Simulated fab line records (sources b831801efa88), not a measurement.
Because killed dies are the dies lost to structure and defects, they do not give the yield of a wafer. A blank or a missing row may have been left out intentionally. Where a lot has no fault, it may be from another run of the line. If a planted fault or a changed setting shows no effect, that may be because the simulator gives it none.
Struck lot and sound lot, side by side ; flow gf180mcu ; 18 out of 602 route steps
Sound: wafers L238.1, L238.3, L238.6. Wafers L244.2, L244.3, L244.5 were the ones struck. Last of all comes the cause.
For every step that has rows: the tool of each side, followed by ch and its chambers, followed by its first start. Under that, the readings that differ: sound wafers ; struck wafers ; difference of the means ; sigmas: that difference in standard deviations of wafers without a fault.
alike: a reading whose means differ by less than 2 such deviations, as well as words and numbers matching on both sides. not compared: withheld readings; readings where some wafer has no value; bounds like >300 that might hide an equal value; numbers whose values overlap and for which the record gives no deviation.
Wherever a step has rows on one side only, a row that says differs or no value, or a row with sigmas, the two part there. Numbers that don't overlap but have no deviation are shown without sigmas and don't part them. A reading that every wafer of one side lacks parts them only if that side has two wafers or more.

first, 1 step without rows for these wafers: GF_V2_EXPOSE_11 (exposes mask Via2, target cd 260 nm).
GF_V2_PEB_12: peb time 92.47 s.
  sound on litho track-03 ch 0; struck on litho track-02 ch 0
  alike: chill plate temp C, plate sensor t centre C, plate sensor t edge C
then, 1 step without rows for these wafers: GF_V2_DEVELOP_13 (develop time 60 s).
GF_V2_CD_MEAS_14: target cd 260 nm.
  sound on cd sem-01, day 21 21:29; struck on cd sem-02, day 23 14:17
  alike: cd nm
GF_V2_OVL_MEAS_15:
  sound on overlay-02, day 21 21:37; struck on overlay-01, day 23 14:23
  alike: V2_OVL
then, 1 step without rows for these wafers: GF_V2_ETCH_16 (etches BARC in N2/H2).
GF_V2_ETCH_17: etches SiO2 in C4F8/O2/Ar, stops on TiN, target depth 630 nm.
  sound on rie diel-03 ch 1,2,3; struck on rie diel-03 ch 0,2
  alike: chamber pressure mTorr, oes product au
GF_V2_STRIP_18: strips in O2/N2.
  sound on plasma asher-01 ch 0,1, day 21 21:46; struck on plasma asher-03 ch 0,1, day 23 14:32
reading;sound;struck;difference;sigmas
oes product au (a.u.);0.587 0.588 0.591;0.593 0.604 0.604;+0.012;+3
  alike: chamber pressure mTorr, drypump motor current A, heater power w
  not compared: rf hours counter h
then, 2 steps without rows for these wafers: GF_V2_STRIP_19 (strips in post etch residue remover, time 1200 s); GF_V2_CLEAN_20 (cleans in DIW).
GF_V2_SPUTTER_21: material Ti, target thk 15 nm, time 80.02 s.
  sound on pvd sputter-03, day 21 22:18; struck on pvd sputter-03, day 23 15:09
  alike: throttle valve pct
GF_V2_SPUTTER_22: material TiN, target thk 10 nm, time 40 s.
  sound on pvd sputter-03, day 21 22:22; struck on pvd sputter-03, day 23 15:13
  alike: throttle valve pct
GF_V2_CVD_23: deposits W, target thk 350 nm, time 104.94 s.
  sound on cvd w-01 ch 1, day 21 22:24; struck on cvd w-01 ch 0,1, day 23 15:16
reading;sound;struck;difference;sigmas
model.W_of_V2_CVD_23.thk nm (nm);347.2 351.8 346.8;219 223.9 224.5;-126;
  alike: heater power w, susceptor temp C
GF_V2_RS_MEAS_24: a four-point-probe measurement.
  sound on film metro-03, day 21 22:31; struck on film metro-03, day 23 15:24
reading;sound;struck;difference;sigmas
V2_W_RS (ohm/sq);0.329 0.325 0.330;0.526 0.514 0.513;+0.190;+38
GF_V2_THK_MEAS_25: measures by xrf.
  sound on film metro-03, day 21 22:38; struck on film metro-03, day 23 15:31
reading;sound;struck;difference;sigmas
V2_W_THK (nm);359 362 358;223 228 229;-133;-20
GF_V2_CMP_26: polishes, stops on SiO2, t overpolish 15 s, target thk 0 nm.
  sound on cmp-01 ch 1,2,3, day 21 22:45; struck on cmp-02 ch 1,2,3, day 23 15:37
reading;sound;struck;difference;sigmas
time to endpoint s (s);86 89 87;55 54 57;-32;-10
  alike: edge zone pressure frac, motor current A
then, 1 step without rows for these wafers: GF_M3_SPUTTER_00 (material Ti, target thk 37.5 nm, time 150 s).
-- the record jumps here: 8 days lie between the struck wafers' starts before and after (it left off in module M3 and takes up again in module PASSIVATION, whose first step shown is number 602 of the route) --
GF_PASSIVATION_PROBE_99:
  the record has rows for the struck wafers here (prober-02, day 31 17:30) and none for the sound ones

== WHERE THEY PART ==
At GF_V2_STRIP_18 first; at GF_PASSIVATION_PROBE_99 last (within this record only).

WHY: whatever the simulator had introduced
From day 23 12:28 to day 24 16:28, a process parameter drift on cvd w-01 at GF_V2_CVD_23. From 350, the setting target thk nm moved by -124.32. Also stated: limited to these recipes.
